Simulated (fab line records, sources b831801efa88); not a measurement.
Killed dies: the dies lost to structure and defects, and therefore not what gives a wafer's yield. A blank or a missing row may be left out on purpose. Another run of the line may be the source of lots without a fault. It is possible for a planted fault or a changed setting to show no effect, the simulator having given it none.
Which tool is to blame?    flow sky130    Sampling: 24 lots, 72 wafers, 4 of 708 route steps

WHAT EACH GAUGE READ, for each wafer
SKY_LI_CONTACT_CD_MEAS_12: target cd 170 nm. Usual: cd_nm reads 169.8 nm (standard deviation 1.8).
lot   measured      on         cd_nm (nm)         flag
L074  day 28 14:05  cd_sem-02  170.7 168.9 170.5  
L075  day 28 21:33  cd_sem-01  169.9 170.5 171.1  
L076  day 29 16:17  cd_sem-01  172.2 173.4 172.6  
L077  day 30 07:48  cd_sem-01  170.9 172.3 170.4  
L078  day 30 16:02  cd_sem-01  171.6 172.1 172.5  
L079  day 30 18:26  cd_sem-02  169.4 168.3 169.5  
L080  day 31 05:50  cd_sem-01  169.9 170.7 169.5  
L081  day 31 15:38  cd_sem-02  172.7 169.8 170.8  
L082  day 31 17:20  cd_sem-02  168.1 170.4 169.2  
L083  day 32 02:10  cd_sem-02  170.2 169.8 170.1  
L084  day 32 12:11  cd_sem-01  167.7 168.1 167.4  
L085  day 32 19:01  cd_sem-02  171.5 170.9 169.9  
L086  day 32 20:19  cd_sem-01  167.2 167.4 166.2  
L087  day 33 08:59  cd_sem-02  169.4 168.5 170.6  
L088  day 33 09:51  cd_sem-01  170.0 169.7 170.0  
L089  day 33 21:22  cd_sem-01  171.0 171.3 170.4  
L090  day 34 09:05  cd_sem-01  171.6 172.0 172.6  
L091  day 34 10:20  cd_sem-01  168.1 169.9 170.1  
L093  day 36 12:06  cd_sem-02  171.3 172.1 173.6  
L094  day 36 13:47  cd_sem-01  166.8 168.5 169.2  
L092  day 36 15:12  cd_sem-01  167.8 166.8 167.7  
L095  day 36 15:44  cd_sem-02  167.3 167.6 167.5  
L096  day 36 16:27  cd_sem-01  170.5 168.8 170.1  
L097  day 36 20:21  cd_sem-02  168.8 167.1 167.3  

SKY_VIA1_CD_MEAS_12: target cd 150 nm. Usual: cd_nm reads 149.5 nm (standard deviation 2.2).
lot   measured      on         cd_nm (nm)         flag
L074  day 33 07:44  cd_sem-02  148.6 148.4 148.0  
L075  day 33 15:24  cd_sem-01  148.8 148.7 148.5  
L076  day 34 07:14  cd_sem-01  148.6 150.3 150.9  
L077  day 34 20:07  cd_sem-02  152.9 153.0 152.0  
L078  day 35 05:32  cd_sem-01  150.2 150.9 148.0  
L079  day 35 07:20  cd_sem-01  147.6 147.6 150.4  
L080  day 35 22:17  cd_sem-02  151.8 151.0 152.4  
L081  day 36 05:23  cd_sem-01  144.4 146.1 144.1  
L082  day 36 09:02  cd_sem-01  148.3 148.2 148.0  
L083  day 36 16:17  cd_sem-02  150.4 150.9 149.9  
L084  day 37 02:38  cd_sem-02  147.0 148.8 150.1  
L085  day 37 09:22  cd_sem-02  150.1 149.8 149.0  
L086  day 37 07:38  cd_sem-02  148.9 150.7 150.2  
L087  day 37 23:08  cd_sem-01  151.4 153.0 152.3  
L088  day 38 00:25  cd_sem-01  153.7 151.8 154.1  
L089  day 38 11:13  cd_sem-02  149.8 150.6 148.4  
L090  day 38 22:05  cd_sem-01  151.1 150.0 151.4  
L091  day 38 23:23  cd_sem-02  150.2 151.8 151.2  
L093  day 40 23:02  cd_sem-02  148.1 147.9 148.0  
L094  day 41 00:20  cd_sem-02  149.5 149.2 147.9  
L092  day 41 00:40  cd_sem-01  149.8 145.6 149.1  
L095  day 41 01:14  cd_sem-01  152.1 150.7 151.6  
L096  day 41 03:31  cd_sem-02  147.1 147.0 148.8  
L097  day 41 08:15  cd_sem-01  146.2 146.7 145.8  

SKY_VIA2_RS_MEAS_22: measures by four-point-probe. Usual: VIA2_W_RS 0.274 ohm/sq, standard deviation 0.0031.
lot   measured      on             VIA2_W_RS (ohm/sq)  flag
L074  day 35 15:37  film_metro-01  0.278 0.279 0.275   
L075  day 35 22:48  film_metro-04  0.277 0.271 0.273   
L076  day 36 15:52  film_metro-01  0.272 0.273 0.276   
L077  day 37 05:01  film_metro-02  0.277 0.276 0.278   
L078  day 37 14:48  film_metro-02  0.270 0.276 0.272   
L079  day 37 15:04  film_metro-02  0.276 0.277 0.275   
L080  day 38 06:54  film_metro-02  0.274 0.276 0.271   
L081  day 38 12:52  film_metro-04  0.270 0.271 0.272   
L082  day 38 17:35  film_metro-04  0.264 0.265 0.266   
L083  day 38 23:29  film_metro-02  0.272 0.272 0.272   
L084  day 39 09:44  film_metro-02  0.272 0.275 0.276   
L085  day 39 15:49  film_metro-02  0.276 0.282 0.276   
L086  day 39 14:07  film_metro-02  0.275 0.276 0.275   
L087  day 40 04:32  film_metro-02  0.270 0.272 0.275   
L088  day 40 06:10  film_metro-04  0.273 0.270 0.273   
L089  day 40 16:56  film_metro-04  0.276 0.277 0.274   
L090  day 41 03:20  film_metro-02  0.271 0.271 0.273   
L091  day 41 05:05  film_metro-04  0.273 0.269 0.272   
L093  day 43 02:12  film_metro-04  0.276 0.274 0.272   
L094  day 43 02:44  film_metro-02  0.273 0.278 0.276   
L092  day 43 03:16  film_metro-01  0.274 0.271 0.272   
L095  day 43 04:11  film_metro-04  0.275 0.275 0.274   
L096  day 43 06:49  film_metro-01  0.274 0.279 0.271   
L097  day 43 10:07  film_metro-02  0.273 0.272 0.274   

EACH LOT AND THE TOOL THAT RAN IT (in order: tool; ch and the chambers of the sampled wafers; start)
lot   SKY_VIA1_ETCH_14
L074  rie_diel-02 ch 0,3, day 33 07:53
L075  rie_diel-02 ch 0,3, day 33 15:32
L076  rie_diel-02 ch 0,3, day 34 07:23
L077  rie_diel-03 ch 0,1,2, day 34 20:14
L078  rie_diel-03 ch 0,1, day 35 05:41
L079  rie_diel-02 ch 0,1,3, day 35 07:29
L080  rie_diel-02 ch 0,1,2, day 35 22:26
L081  rie_diel-02 ch 1,2,3, day 36 05:32
L082  rie_diel-01 ch 0,1,3, day 36 09:12
L083  rie_diel-03 ch 0,1,3, day 36 16:24
L084  rie_diel-03 ch 1,2,3, day 37 02:47
L085  rie_diel-02 ch 0,1,2, day 37 09:30
L086  rie_diel-01 ch 0,1,3, day 37 07:47
L087  rie_diel-03 ch 1,2,3, day 37 23:18
L088  rie_diel-02 ch 0,1,3, day 38 00:33
L089  rie_diel-03 ch 1,2,3, day 38 11:20
L090  rie_diel-02 ch 1,2, day 38 22:12
L091  rie_diel-03 ch 0,3, day 38 23:29
L093  rie_diel-01 ch 0,3, day 40 23:08
L094  rie_diel-02 ch 0,1,3, day 41 00:30
L092  rie_diel-01 ch 1,2, day 41 00:48
L095  rie_diel-03 ch 0,2,3, day 41 01:23
L096  rie_diel-03 ch 1,3, day 41 03:39
L097  rie_diel-03 ch 0,3, day 41 08:20
- SKY_VIA1_ETCH_14: etches BARC in N2/H2, stops on SiO2, time 45.9 s, target depth 60 nm.

AS READ BY THE TOOLS THEMSELVES (means over the sampled wafers that have a number; for cases with no such wafer, the mark the record gives instead)
SKY_VIA1_ETCH_14. Usual: drypump_motor_current_A 5.9 A, standard deviation 0.49; oes_product_au 0.854 a.u., standard deviation 0.0044; throttle_valve_pct 13.225 %, standard deviation 0.0092.
lot   tool         drypump_motor_current_A (A)  oes_product_au (a.u.)  throttle_valve_pct (%)  flag
L074  rie_diel-02  5.4                          0.854                  13.217                  
L075  rie_diel-02  5.4                          0.858                  13.225                  
L076  rie_diel-02  5.4                          0.858                  13.226                  
L077  rie_diel-03  6.0                          0.859                  13.223                  
L078  rie_diel-03  5.8                          0.855                  13.226                  
L079  rie_diel-02  5.9                          0.854                  13.228                  
L080  rie_diel-02  5.6                          0.851                  13.223                  
L081  rie_diel-02  6.0                          0.859                  13.226                  
L082  rie_diel-01  5.7                          0.856                  13.224                  
L083  rie_diel-03  6.0                          0.857                  13.222                  
L084  rie_diel-03  5.9                          0.851                  13.225                  
L085  rie_diel-02  5.6                          0.849                  13.228                  
L086  rie_diel-01  5.7                          0.854                  13.227                  
L087  rie_diel-03  5.9                          0.853                  13.222                  
L088  rie_diel-02  5.9                          0.853                  13.225                  
L089  rie_diel-03  5.9                          0.856                  13.228                  
L090  rie_diel-02  5.7                          0.853                  13.223                  
L091  rie_diel-03  6.2                          0.852                  13.226                  
L093  rie_diel-01  5.6                          0.854                  13.225                  
L094  rie_diel-02  5.9                          0.858                  13.219                  
L092  rie_diel-01  6.1                          0.857                  13.234                  
L095  rie_diel-03  6.2                          0.850                  13.226                  
L096  rie_diel-03  5.8                          0.853                  13.220                  
L097  rie_diel-03  6.1                          0.853                  13.225                  

THE ANSWER, worked out from the rows above alone
Rule: take the mean of a lot's wafers that have a number; if it is more than 3 standard deviations from the usual mean, the lot is off. Also off: a lot with no number at a reading for which 4 or more lots have one. The other lots that the step has rows for count as sound. Order of review: gauges by route order, followed by the tools' own readings, for which a lot's mean as printed above is used. The first step at which some lot is off is used, and at that step the reading that is off furthest; a lot without a number counts as furthest.
None of the lots is off at any reading shown; this tells nothing.

WHAT THE SIMULATOR HAD INSERTED
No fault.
